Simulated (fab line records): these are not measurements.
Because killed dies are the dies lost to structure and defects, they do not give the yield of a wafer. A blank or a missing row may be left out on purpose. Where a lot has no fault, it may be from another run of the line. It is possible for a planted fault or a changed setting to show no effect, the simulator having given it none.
Which tool was responsible?	flow sky130	24 lots with 72 wafers sampled at 6 steps, on a route of 708 steps

== WHAT THE GAUGES SHOWED, per wafer ==
SKY_VIA1_THK_MEAS_23: measures by xrf.
lot	measured	on	VIA1_W_THK (nm)
L074	day 33 23:01	filmMetro-03	264 264 256
L075	day 34 06:31	filmMetro-01	257 253 257
L076	day 34 15:08	filmMetro-04	260 251 249
L077	day 35 04:12	filmMetro-04	256 252 255
L078	day 35 18:51	filmMetro-03	255 252 260
L079	day 35 19:56	filmMetro-03	260 257 264
L080	day 36 03:48	filmMetro-04	262 262 259
L081	day 36 10:55	filmMetro-01	257 253 258
L082	day 36 19:07	filmMetro-01	250 254 249
L083	day 37 08:36	filmMetro-04	262 256 263
L084	day 37 08:56	filmMetro-01	258 252 257
L085	day 37 17:36	filmMetro-03	257 261 259
L086	day 38 09:21	filmMetro-04	263 260 262
L087	day 38 14:38	filmMetro-03	263 268 272
L089	day 38 22:14	filmMetro-04	253 259 262
L088	day 39 03:13	filmMetro-03	261 259 258
L090	day 39 03:31	filmMetro-04	259 253 254
L091	day 39 07:39	filmMetro-04	260 262 261
L092	day 39 22:43	filmMetro-01	259 257 258
L093	day 40 02:14	filmMetro-04	257 258 256
L094	day 40 13:10	filmMetro-01	252 255 247
L095	day 40 17:01	filmMetro-03	259 266 265
L096	day 40 22:13	filmMetro-03	260 257 258
L097	day 41 00:08	filmMetro-01	251 254 256

SKY_METAL5_THK_MEAS_06: measures by xrf.
lot	measured	on	METAL5_ALCU_THK (nm)
L074	day 42 21:28	filmMetro-03	1165 1148 1168
L075	day 43 03:59	filmMetro-02	1173 1178 1186
L076	day 43 12:48	filmMetro-02	1164 1179 1180
L077	day 43 21:53	filmMetro-02	1171 1184 1171
L078	day 44 09:06	filmMetro-03	1151 1171 1149
L079	day 44 11:41	filmMetro-02	1162 1156 1154
L080	day 44 18:11	filmMetro-04	1175 1155 1161
L081	day 45 01:38	filmMetro-04	1166 1163 1159
L082	day 45 07:17	filmMetro-03	1159 1172 1138
L083	day 45 21:02	filmMetro-04	1196 1190 1164
L084	day 45 20:29	filmMetro-04	1170 1145 1160
L085	day 46 04:57	filmMetro-02	1134 1143 1138
L086	day 46 12:51	filmMetro-02	1164 1153 1172
L087	day 46 20:20	filmMetro-03	1130 1134 1136
L089	day 47 03:32	filmMetro-03	1152 1167 1180
L088	day 47 05:25	filmMetro-04	1142 1166 1146
L090	day 47 05:59	filmMetro-03	1150 1132 1141
L091	day 47 08:43	filmMetro-03	1129 1142 1132
L092	day 47 19:41	filmMetro-02	1170 1166 1156
L093	day 48 00:58	filmMetro-03	1151 1139 1146
L094	day 48 07:18	filmMetro-02	1181 1190 1185
L095	day 48 12:32	filmMetro-02	1163 1172 1180
L096	day 48 18:08	filmMetro-03	1161 1139 1158
L097	day 48 18:26	filmMetro-04	1187 1180 1162

== TOOL THAT RAN EACH LOT (tool first, then ch and the chambers of the sampled wafers, then the start) ==
lot	SKY_VT_ADJUST_NCORE_STRIP_10	SKY_METAL1_METAL_ETCH_19	SKY_VIA1_ETCH_14	SKY_VIA4_CMP_02
L074	plasmaAsher-01 ch 0,1, day 8 12:31	rieMetal-04 ch 0,1, day 32 17:47	rieDiel-03 ch 1,2,3, day 33 22:03	cmp-02 ch 0,1,2, day 41 20:19
L075	plasmaAsher-03 ch 0,1, day 8 19:44	rieMetal-04 ch 0,1, day 33 01:28	rieDiel-02 ch 0,2, day 34 05:34	cmp-02 ch 0,1,2, day 42 02:59
L076	plasmaAsher-03 ch 0,1, day 9 04:21	rieMetal-03 ch 0,1, day 33 11:00	rieDiel-03 ch 1,2, day 34 14:11	cmp-02 ch 0,2,3, day 42 11:24
L077	plasmaAsher-01 ch 0,1, day 9 13:11	rieMetal-03 ch 0,1, day 33 23:17	rieDiel-02 ch 0,2,3, day 35 03:12	cmp-01 ch 1,2, day 42 21:22
L078	plasmaAsher-01 ch 0,1, day 9 21:24	rieMetal-02 ch 0,1, day 34 13:35	rieDiel-02 ch 0,1,2, day 35 17:52	cmp-01 ch 2,3, day 43 08:43
L079	plasmaAsher-01 ch 0,1, day 10 01:43	rieMetal-04 ch 1, day 34 14:54	rieDiel-03 ch 1,2, day 35 18:56	cmp-02 ch 0,1,2, day 43 11:29
L080	plasmaAsher-03 ch 0,1, day 10 07:33	rieMetal-03 ch 0,1, day 34 22:47	rieDiel-01 ch 2,3, day 36 02:50	cmp-02 ch 1,2, day 43 18:28
L081	plasmaAsher-03 ch 0,1, day 10 14:45	rieMetal-03 ch 1, day 35 06:16	rieDiel-01 ch 0,1, day 36 09:56	cmp-02 ch 0,3, day 44 01:26
L082	plasmaAsher-01 ch 0,1, day 10 23:14	rieMetal-03 ch 0,1, day 35 13:53	rieDiel-01 ch 0,1,2, day 36 18:09	cmp-02 ch 0,1,3, day 44 07:35
L083	plasmaAsher-04 ch 0,1, day 11 05:09	rieMetal-04 ch 0,1, day 36 04:13	rieDiel-01 ch 0,2,3, day 37 07:36	cmp-01 ch 1,2,3, day 44 21:25
L084	plasmaAsher-04 ch 0,1, day 11 08:02	rieMetal-03 ch 1, day 36 04:44	rieDiel-03 ch 0,1,3, day 37 07:57	cmp-02 ch 0,1,2, day 44 21:01
L085	plasmaAsher-03 ch 0,1, day 11 19:34	rieMetal-03 ch 0,1, day 36 13:27	rieDiel-03 ch 1,2,3, day 37 16:37	cmp-01 ch 0,2,3, day 45 03:37
L086	plasmaAsher-01 ch 0,1, day 12 10:58	rieMetal-02 ch 0,1, day 37 05:29	rieDiel-02 ch 1,2,3, day 38 08:22	cmp-01 ch 2,3, day 45 14:58
L087	plasmaAsher-01 ch 0,1, day 12 16:37	rieMetal-04 ch 0,1, day 37 10:47	rieDiel-03 ch 1,2, day 38 13:40	cmp-01 ch 0,3, day 45 21:20
L089	plasmaAsher-01 ch 0,1, day 12 23:44	rieMetal-04 ch 0,1, day 37 18:45	rieDiel-03 ch 0,2, day 38 21:17	cmp-02 ch 0,1,2, day 46 05:08
L088	plasmaAsher-04 ch 1, day 13 00:20	rieMetal-02 ch 0,1, day 37 22:48	rieDiel-02 ch 1,2, day 39 02:12	cmp-02 ch 0,1,3, day 46 07:02
L090	plasmaAsher-04 ch 0,1, day 13 08:28	rieMetal-04 ch 0,1, day 37 23:41	rieDiel-03 ch 0,1,2, day 39 02:33	cmp-02 ch 0,1,2, day 46 07:41
L091	plasmaAsher-01 ch 0,1, day 13 11:23	rieMetal-04 ch 0,1, day 38 04:14	rieDiel-02 ch 1,2, day 39 06:39	cmp-01 ch 0,1,3, day 46 10:41
L092	plasmaAsher-03 ch 0,1, day 13 23:22	rieMetal-02 ch 0,1, day 38 19:30	rieDiel-01 ch 0,3, day 39 21:44	cmp-01 ch 1,2, day 46 21:38
L093	plasmaAsher-01 ch 0,1, day 14 05:53	rieMetal-02 ch 0,1, day 38 21:36	rieDiel-03 ch 0,2,3, day 40 01:17	cmp-01 ch 0,3, day 47 03:14
L094	plasmaAsher-04 ch 0,1, day 14 12:22	rieMetal-04 ch 0,1, day 39 10:25	rieDiel-01 ch 0,1,3, day 40 12:11	cmp-02 ch 1,2, day 47 09:55
L095	plasmaAsher-03 ch 0,1, day 14 17:09	rieMetal-02 ch 0,1, day 39 13:30	rieDiel-03 ch 0,1,3, day 40 16:03	cmp-01 ch 1,2, day 47 16:04
L096	plasmaAsher-03 ch 0,1, day 15 01:47	rieMetal-02 ch 0,1, day 39 18:56	rieDiel-01 ch 0,1,3, day 40 21:15	cmp-01 ch 1,2,3, day 47 21:39
L097	plasmaAsher-03 ch 0, day 15 07:24	rieMetal-02 ch 0,1, day 39 21:24	rieDiel-01 ch 0,1,2, day 40 23:11	cmp-02 ch 0,1,3, day 47 21:54
- SKY_VT_ADJUST_NCORE_STRIP_10: strips in O2/N2.
- SKY_METAL1_METAL_ETCH_19: etches the open film in Cl2/BCl3, stops on SiO2, target depth 360 nm, time 81.04 s.
- SKY_VIA1_ETCH_14: etches BARC in N2/H2, stops on SiO2, time 45.9 s, target depth 60 nm.
- SKY_VIA4_CMP_02: polishes SiO2.

== WHAT THE TOOLS THEMSELVES READ (means of the sampled wafers that have a number; where no wafer has one, the mark that the record gives instead) ==
SKY_VT_ADJUST_NCORE_STRIP_10.
lot	tool	drypumpMotorCurrentA (A)	oesProductAu (a.u.)	stripTimeToEndpointS (s)
L074	plasmaAsher-01	5.8	0.717	14.16
L075	plasmaAsher-03	5.3	0.712	14.26
L076	plasmaAsher-03	5.2	0.715	14.23
L077	plasmaAsher-01	5.8	0.714	14.17
L078	plasmaAsher-01	5.9	0.715	14.22
L079	plasmaAsher-01	5.8	0.716	14.18
L080	plasmaAsher-03	5.3	0.717	14.17
L081	plasmaAsher-03	5.3	0.713	14.26
L082	plasmaAsher-01	5.9	0.713	14.19
L083	plasmaAsher-04	5.8	0.717	14.19
L084	plasmaAsher-04	5.8	0.711	14.20
L085	plasmaAsher-03	5.2	0.713	14.15
L086	plasmaAsher-01	5.9	0.711	14.17
L087	plasmaAsher-01	5.8	0.715	14.17
L089	plasmaAsher-01	5.8	0.715	14.18
L088	plasmaAsher-04	5.8	0.711	14.20
L090	plasmaAsher-04	5.8	0.717	14.18
L091	plasmaAsher-01	5.9	0.716	14.21
L092	plasmaAsher-03	5.4	0.716	14.19
L093	plasmaAsher-01	5.8	0.714	14.21
L094	plasmaAsher-04	5.8	0.715	14.21
L095	plasmaAsher-03	5.2	0.715	14.19
L096	plasmaAsher-03	5.3	0.712	14.14
L097	plasmaAsher-03	5.4	0.712	14.16

SKY_METAL1_METAL_ETCH_19.
lot	tool	drypumpMotorCurrentA (A)	oesProductAu (a.u.)	throttleValvePct (%)
L074	rieMetal-04	5.7	0.848	22.267
L075	rieMetal-04	5.8	0.847	22.272
L076	rieMetal-03	5.3	0.846	22.266
L077	rieMetal-03	5.3	0.852	22.273
L078	rieMetal-02	5.1	0.849	22.265
L079	rieMetal-04	5.7	0.843	22.263
L080	rieMetal-03	5.3	0.856	22.259
L081	rieMetal-03	5.1	0.845	22.254
L082	rieMetal-03	5.3	0.846	22.279
L083	rieMetal-04	5.8	0.850	22.263
L084	rieMetal-03	5.1	0.851	22.265
L085	rieMetal-03	5.3	0.844	22.265
L086	rieMetal-02	5.0	0.847	22.263
L087	rieMetal-04	5.8	0.852	22.260
L089	rieMetal-04	5.7	0.848	22.267
L088	rieMetal-02	5.1	0.851	22.254
L090	rieMetal-04	5.7	0.849	22.258
L091	rieMetal-04	5.8	0.847	22.267
L092	rieMetal-02	5.3	0.841	22.266
L093	rieMetal-02	5.3	0.846	22.271
L094	rieMetal-04	5.8	0.851	22.266
L095	rieMetal-02	5.1	0.849	22.253
L096	rieMetal-02	5.0	0.845	22.268
L097	rieMetal-02	5.0	0.851	22.258

SKY_VIA1_ETCH_14.
lot	tool	drypumpMotorCurrentA (A)	h2FlowSccm (sccm)	oesProductAu (a.u.)	throttleValvePct (%)
L074	rieDiel-03	5.6	200.0	0.852	13.229
L075	rieDiel-02	5.7	200.1	0.857	13.224
L076	rieDiel-03	6.2	199.8	0.853	13.227
L077	rieDiel-02	5.7	200.3	0.854	13.229
L078	rieDiel-02	5.9	200.1	0.849	13.225
L079	rieDiel-03	5.7	199.2	0.852	13.222
L080	rieDiel-01	5.8	199.8	0.851	13.240
L081	rieDiel-01	5.2	200.4	0.856	13.223
L082	rieDiel-01	5.6	199.4	0.854	13.225
L083	rieDiel-01	5.8	199.5	0.853	13.225
L084	rieDiel-03	5.7	200.1	0.848	13.223
L085	rieDiel-03	5.6	200.1	0.861	13.226
L086	rieDiel-02	5.8	200.0	0.852	13.229
L087	rieDiel-03	5.7	200.8	0.855	13.222
L089	rieDiel-03	5.3	200.1	0.853	13.218
L088	rieDiel-02	6.2	200.2	0.853	13.226
L090	rieDiel-03	5.8	200.0	0.862	13.231
L091	rieDiel-02	6.2	200.0	0.858	13.223
L092	rieDiel-01	5.8	199.9	0.853	13.230
L093	rieDiel-03	5.2	199.7	0.858	13.228
L094	rieDiel-01	5.5	200.1	0.858	13.216
L095	rieDiel-03	5.7	200.5	0.853	13.230
L096	rieDiel-01	5.5	199.7	0.861	13.217
L097	rieDiel-01	5.6	199.8	0.852	13.222

SKY_VIA4_CMP_02.
lot	tool	motorCurrentA (A)
L074	cmp-02	12.6
L075	cmp-02	12.8
L076	cmp-02	12.1
L077	cmp-01	11.1
L078	cmp-01	11.5
L079	cmp-02	12.6
L080	cmp-02	13.1
L081	cmp-02	11.7
L082	cmp-02	12.5
L083	cmp-01	12.3
L084	cmp-02	12.9
L085	cmp-01	11.3
L086	cmp-01	11.9
L087	cmp-01	11.5
L089	cmp-02	12.7
L088	cmp-02	12.1
L090	cmp-02	12.9
L091	cmp-01	12.6
L092	cmp-01	11.4
L093	cmp-01	12.2
L094	cmp-02	13.3
L095	cmp-01	12.0
L096	cmp-01	11.9
L097	cmp-02	12.1

== THE ANSWER, worked out from the rows above alone ==
Rule: the lots themselves supply what counts as usual. Put in order of their means at a reading, lots are off if they are a third of the lots or fewer, leave a main group of 4 or more, and stand apart from it by a gap of 3 or more times the standard deviation of the main group's means; of several such gaps the widest counts. The tables above print the reading to a certain number of digits; a main group whose means all agree to those digits is not used. A lot without any number at a reading at which 4 lots or more have one is off too. All remaining lots with rows at the step are treated as sound. Order of review: gauges by route order, followed by the tools' own readings, for which a lot's mean as printed above is used. At the first step where some lot is off, the reading lying furthest off is the one used; lots without a number count as furthest.
No lot is off at any reading shown: from this, nothing can be told.

== WHAT WAS PUT IN BY THE SIMULATOR ==
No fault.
